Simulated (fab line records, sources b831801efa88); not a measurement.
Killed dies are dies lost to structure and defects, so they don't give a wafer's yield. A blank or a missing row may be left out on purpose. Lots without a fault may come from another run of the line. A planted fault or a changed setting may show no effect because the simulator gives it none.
fab line records | flow gf180mcu
record lots=5 wafers=15 last_day=32
route steps=602 shown DNWELL@38 NWELL@42 LVPWELL@54
lots that met no fault: from a run of the same line without faults
start_h: hours from the record's first day to the start of the lot's first wafer shown | wait_h: hours since the lot's step before | " the same as in the row above | L1.1+2: a row that stands for several wafers | - no value, or no start given | * or withheld: withheld | < > ~ a bound
route shown NAME@n: a module of which the file shows steps, and the number in the route of the first | usual: mean/standard deviation of fault-free wafers | same: alike in all rows | chamber/n: place in a boat | sites: the reading at each site | _std_site: their standard deviation | _edge_site: outer sites' mean less inner sites' | radius_mm: how far each site lies from the wafer's centre | mask NAME#n: copy n | behind: the tool/chamber that last shaped the wafer | hold: why the lot was held/for how many hours/how that ended | device: the transistor (n, p or np) that didn't switch | end of line: the same wafers' tests at the end of the route | a step without rows: its recipe alone | killed: dies lost to structure and defects at the first sort, not the wafer's yield | map: a wafer's dies, x killed, . not, _ none there
set.NAME: the setting as run; set.NAME@STEP: as run at that earlier step | model.NAME: the simulator's own value behind a step, which no gauge read
lots at some steps of the route; a table a step, a row a wafer
services: from which hour (start_h, from the record's first day; less than 0 if before it) a tool's chamber was out of use, for how many hours, and why
## steps
# step GF_DNWELL_DEVELOP_06
# recipe wall_angle_deg=90 develop_time_s=60 dev_temp_c=23
# columns lot.wafer tool chamber start_h wait_h
L078.1+5+6 litho_track-01 0 - -
L079.2+3+5 litho_track-04 0 - -
L083.2+3+4 litho_track-04 0 - -
L087.1+2+3 litho_track-01 0 - -
L089.1+4+6 litho_track-01 0 - -
# step GF_DNWELL_IMPLANT_07
# recipe species=P energy_kev=1500 dose_cm2=1e+13 tilt_deg=0
# usual end_station_pressure_torr=5.02e-06/2.5e-07
# same implant_ion_amu=31
# columns lot.wafer tool chamber start_h wait_h end_station_pressure_torr
L078.1 implanter-04 0 64.32 - 4.77e-06
L078.5 " 0 " " 5.06e-06
L078.6 " 0 " " 5e-06
L079.2 implanter-01 0 69.90 - 4.93e-06
L079.3 " 0 " " 4.77e-06
L079.5 " 0 " " 5.16e-06
L083.2 implanter-04 0 89.40 - 5.48e-06
L083.3 " 0 " " 4.95e-06
L083.4 " 0 " " 5.34e-06
L087.1 implanter-01 0 111.92 - 4.6e-06
L087.2 " 0 " " 4.83e-06
L087.3 " 0 " " 4.81e-06
L089.1 implanter-02 0 123.37 - 5.11e-06
L089.4 " 0 " " 4.71e-06
L089.6 " 0 " " 5.06e-06
# step GF_DNWELL_STRIP_08
# recipe chemistry=O2/N2 power_w=1400 pressure_mtorr=1500 platen_temp_c=250 o2_flow_sccm=3000 n2_flow_sccm=300 overash_fraction=0.5
# usual drypump_motor_current_A=5.6/0.36 heater_power_w=306/13 oes_product_au=0.723/0.0044 strip_time_to_endpoint_s=37.02/0.098
# columns lot.wafer tool chamber start_h wait_h drypump_motor_current_A heater_power_w oes_product_au rf_hours_counter_h strip_time_to_endpoint_s
L078.1 plasma_asher-03 0 64.47 0.1 5.9 300 0.726 42 37.10
L078.5 " 1 " " 5.5 330 0.721 - 37.12
L078.6 " 0 " " 5.9 295 0.723 - 37.09
L079.2 plasma_asher-03 1 70.03 0.1 5.5 317 0.721 43 36.93
L079.3 " 0 " " 5.9 302 0.718 - 36.90
L079.5 " 1 " " 5.5 322 0.727 - 36.94
L083.2 plasma_asher-03 0 89.53 0.1 5.9 289 0.714 45 36.89
L083.3 " 1 " " 5.5 314 0.730 - 36.99
L083.4 " 0 " " 5.9 300 0.724 - 36.97
L087.1 plasma_asher-03 1 112.07 0.1 5.5 321 0.721 47 36.99
L087.2 " 0 " " 6.0 299 0.713 47 37.16
L087.3 " 1 " " 5.5 312 0.722 - 37.18
L089.1 plasma_asher-03 0 123.52 0.1 5.9 299 0.728 49 37.07
L089.4 " 1 " " 5.5 328 0.718 - 37.04
L089.6 " 0 " " 5.9 294 0.720 - 37.22
# step GF_DNWELL_TW_MEAS_09
# usual DNWELL_TW=1354/17
# columns lot.wafer tool chamber start_h wait_h DNWELL_TW
L078.1 film_metro-01 - 64.57 0.1 1348
L078.5 " - " " 1345
L078.6 " - " " 1345
L079.2 film_metro-03 - 70.14 0.1 1371
L079.3 " - " " 1362
L079.5 " - " " 1363
L083.2 film_metro-03 - 89.64 0.1 1373
L083.3 " - " " 1368
L083.4 " - " " 1371
L087.1 film_metro-01 - 112.17 0.1 1363
L087.2 " - " " 1359
L087.3 " - " " 1366
L089.1 film_metro-04 - 123.62 0.1 1335
L089.4 " - " " 1339
L089.6 " - " " 1330
# step GF_NWELL_DEHYDRATE_00
# recipe temp_c=200 time_s=60
# columns lot.wafer tool chamber start_h wait_h
L078.1+5+6 litho_track-01 0 70.97 6.4
L079.2+3+5 litho_track-03 0 75.88 5.7
L083.2+3+4 litho_track-04 0 96.20 6.6
L087.1+2+3 litho_track-03 0 118.81 6.6
L089.1+4+6 litho_track-03 0 130.16 6.5
# step GF_NWELL_HMDS_01
# recipe prime_time_s=60 prime_temp_c=120
# columns lot.wafer tool chamber start_h wait_h
L078.1+5+6 litho_track-01 0 71.12 0.1
L079.2+3+5 litho_track-03 0 76.03 0.1
L083.2+3+4 litho_track-04 0 96.35 0.1
L087.1+2+3 litho_track-03 0 118.96 0.1
L089.1+4+6 litho_track-03 0 130.31 0.1
# step GF_NWELL_COAT_02
# recipe spin_rpm=2000 resist_thk_nm=3000
# columns lot.wafer tool chamber start_h wait_h
L078.1+5+6 litho_track-01 0 71.27 0.1
L079.2+3+5 litho_track-03 0 76.18 0.1
L083.2+3+4 litho_track-04 0 96.50 0.1
L087.1+2+3 litho_track-03 0 119.11 0.1
L089.1+4+6 litho_track-03 0 130.46 0.1
# step GF_NWELL_SOFTBAKE_03
# recipe temp_c=110 time_s=withheld
# columns lot.wafer tool chamber start_h wait_h
L078.1+5+6 litho_track-01 0 71.42 0.1
L079.2+3+5 litho_track-03 0 76.34 0.1
L083.2+3+4 litho_track-04 0 96.66 0.1
L087.1+2+3 litho_track-03 0 119.26 0.1
L089.1+4+6 litho_track-03 0 130.61 0.1
# step GF_NWELL_EXPOSE_04
# recipe mask_id=Nwell target_cd_nm=860 na=0.6 source_shape=conventional sigma_outer=0.6 dose_mj=260
# usual stage_vel_mm_s=500.01/0.24
# columns lot.wafer tool chamber start_h wait_h mask stage_vel_mm_s
L078.1 iline_stepper-01 0 - - Nwell#0 500.64
L078.5 " 0 " " Nwell#0 499.97
L078.6 " 0 " " Nwell#0 500.02
L079.2 iline_stepper-02 0 - - Nwell#0 499.92
L079.3 " 0 " " Nwell#0 500.00
L079.5 " 0 " " Nwell#0 500.09
L083.2 iline_stepper-02 0 - - Nwell#0 499.28
L083.3 " 0 " " Nwell#0 500.05
L083.4 " 0 " " Nwell#0 499.85
L087.1 iline_stepper-01 0 - - Nwell#0 499.72
L087.2 " 0 " " Nwell#0 499.68
L087.3 " 0 " " Nwell#0 499.64
L089.1 iline_stepper-01 0 - - Nwell#0 500.04
L089.4 " 0 " " Nwell#0 500.02
L089.6 " 0 " " Nwell#0 499.99
# step GF_NWELL_PEB_05
# recipe temp_c=115 time_s=withheld
# columns lot.wafer tool chamber start_h wait_h
L078.1+5+6 litho_track-01 0 - -
L079.2+3+5 litho_track-03 0 - -
L083.2+3+4 litho_track-01 0 - -
L087.1+2+3 litho_track-03 0 - -
L089.1+4+6 litho_track-01 0 - -
# step GF_NWELL_DEVELOP_06
# recipe wall_angle_deg=90 develop_time_s=60 dev_temp_c=23
# columns lot.wafer tool chamber start_h wait_h
L078.1+5+6 litho_track-01 0 - -
L079.2+3+5 litho_track-03 0 - -
L083.2+3+4 litho_track-01 0 - -
L087.1+2+3 litho_track-03 0 - -
L089.1+4+6 litho_track-01 0 - -
# step GF_NWELL_OVL_MEAS_07
# usual NWELL_OVL=0.8/1.4
# columns lot.wafer tool chamber start_h wait_h NWELL_OVL[nm]
L078.1 overlay-02 - 78.07 - 0.8
L078.5 " - " " -0.4
L078.6 " - " " 0.1
L079.2 overlay-02 - 82.97 - 4.0
L079.3 " - " " 4.0
L079.5 " - " " 3.9
L083.2 overlay-01 - 104.08 - -0.7
L083.3 " - " " 1.2
L083.4 " - " " -0.6
L087.1 overlay-01 - 126.61 - 1.5
L087.2 " - " " 1.5
L087.3 " - " " 1.8
L089.1 overlay-01 - 138.52 - -1.9
L089.4 " - " " -1.7
L089.6 " - " " 1.2
# step GF_NWELL_IMPLANT_08
# recipe species=P energy_kev=450 dose_cm2=1.5e+13 tilt_deg=0
# usual end_station_pressure_torr=5.07e-06/2.6e-07
# same implant_ion_amu=31
# columns lot.wafer tool chamber start_h wait_h end_station_pressure_torr
L078.1 implanter-04 0 78.11 0.0 5.11e-06
L078.5 " 0 " " 5.18e-06
L078.6 " 0 " " 5.61e-06
L079.2 implanter-04 0 83.02 0.0 4.44e-06
L079.3 " 0 " " 5.51e-06
L079.5 " 0 " " 5.08e-06
L083.2 implanter-01 0 104.13 0.0 5.4e-06
L083.3 " 0 " " 4.75e-06
L083.4 " 0 " " 4.8e-06
L087.1 implanter-01 0 126.65 0.0 4.62e-06
L087.2 " 0 " " 4.69e-06
L087.3 " 0 " " 5.31e-06
L089.1 implanter-03 0 138.56 0.0 5.38e-06
L089.4 " 0 " " 5.33e-06
L089.6 " 0 " " 5.24e-06
# step GF_NWELL_IMPLANT_09
# recipe species=P energy_kev=160 dose_cm2=4e+12 tilt_deg=0
# usual end_station_pressure_torr=5.01e-06/2.5e-07
# same implant_ion_amu=31
# columns lot.wafer tool chamber start_h wait_h end_station_pressure_torr
L078.1 implanter-04 0 78.26 0.1 4.79e-06
L078.5 " 0 " " 5.31e-06
L078.6 " 0 " " 5.14e-06
L079.2 implanter-04 0 83.17 0.1 4.65e-06
L079.3 " 0 " " 4.91e-06
L079.5 " 0 " " 4.75e-06
L083.2 implanter-01 0 104.28 0.1 5.18e-06
L083.3 " 0 " " 5.44e-06
L083.4 " 0 " " 4.9e-06
L087.1 implanter-01 0 126.80 0.1 4.97e-06
L087.2 " 0 " " 5.41e-06
L087.3 " 0 " " 4.79e-06
L089.1 implanter-03 0 138.71 0.1 4.75e-06
L089.4 " 0 " " 5.05e-06
L089.6 " 0 " " 5.1e-06
# step GF_NWELL_STRIP_10
# recipe chemistry=O2/N2 power_w=1400 pressure_mtorr=1500 platen_temp_c=250 o2_flow_sccm=3000 n2_flow_sccm=300 overash_fraction=0.5
# usual drypump_motor_current_A=5.8/0.37 heater_power_w=304/15 oes_product_au=0.723/0.0045 strip_time_to_endpoint_s=37.06/0.11
# columns lot.wafer tool chamber start_h wait_h drypump_motor_current_A heater_power_w oes_product_au rf_hours_counter_h strip_time_to_endpoint_s
L078.1 plasma_asher-03 1 78.41 0.1 5.5 319 0.728 44 36.89
L078.5 " 0 " " 5.9 298 0.717 - 36.84
L078.6 " 1 " " 5.5 325 0.727 - 36.79
L079.2 plasma_asher-03 1 83.30 0.1 5.5 308 0.725 44 36.92
L079.3 " 1 " " 5.5 320 0.721 - 36.93
L079.5 " 1 " " 5.5 319 0.724 - 36.82
L083.2 plasma_asher-01 1 104.41 0.1 6.2 280 0.719 46 37.06
L083.3 " 0 " " 6.1 308 0.715 - 37.04
L083.4 " 1 " " 6.2 277 0.727 - 37.13
L087.1 plasma_asher-03 0 126.95 0.1 5.9 301 0.721 49 37.10
L087.2 " 1 " " 5.5 319 0.714 49 36.95
L087.3 " 1 " " 5.5 318 0.721 - 37.08
L089.1 plasma_asher-03 0 138.86 0.1 5.9 299 0.729 50 37.01
L089.4 " 1 " " 5.5 321 0.720 - 37.00
L089.6 " 1 " " 5.5 322 0.727 - 37.01
# step GF_NWELL_TW_MEAS_11
# usual NWELL_TW=1586/8
# columns lot.wafer tool chamber start_h wait_h NWELL_TW
L078.1 film_metro-03 - 78.51 0.1 1597
L078.5 " - " " 1595
L078.6 " - " " 1593
L079.2 film_metro-01 - 83.41 0.1 1591
L079.3 " - " " 1584
L079.5 " - " " 1590
L083.2 film_metro-03 - 104.52 0.1 1593
L083.3 " - " " 1581
L083.4 " - " " 1588
L087.1 film_metro-02 - 127.05 0.1 1580
L087.2 " - " " 1582
L087.3 " - " " 1587
L089.1 film_metro-03 - 138.96 0.1 1596
L089.4 " - " " 1609
L089.6 " - " " 1605
# step GF_LVPWELL_DEHYDRATE_00
# recipe temp_c=200 time_s=60
# columns lot.wafer tool chamber start_h wait_h
L078.1+5+6 litho_track-01 0 84.87 6.4
L079.2+3+5 litho_track-02 0 89.37 6.0
L083.2+3+4 litho_track-02 0 110.82 6.3
L087.1+2+3 litho_track-01 0 134.07 7.0
L089.1+4+6 litho_track-03 0 145.36 6.4
# step GF_LVPWELL_HMDS_01
# recipe prime_time_s=60 prime_temp_c=120
# columns lot.wafer tool chamber start_h wait_h
L078.1+5+6 litho_track-01 0 85.02 0.1
L079.2+3+5 litho_track-02 0 89.52 0.1
L083.2+3+4 litho_track-02 0 110.97 0.1
L087.1+2+3 litho_track-01 0 134.22 0.1
L089.1+4+6 litho_track-03 0 145.51 0.1
## services
# columns tool chamber start_h hours kind
plasma_asher-01 - 46.19 0.8 repair
iline_stepper-02 - 65.52 8.0 repair
implanter-02 - 66.17 1.8 repair
implanter-04 - 72.73 1.3 repair
implanter-02 - 77.37 3.4 pm
implanter-01 - 82.93 4.2 pm
iline_stepper-01 - 84.21 1.7 pm
iline_stepper-02 - 98.08 1.7 pm
iline_stepper-02 - 100.99 2.9 repair
implanter-01 - 121.44 5.0 pm
implanter-03 - 128.54 6.8 pm
## key
fault none
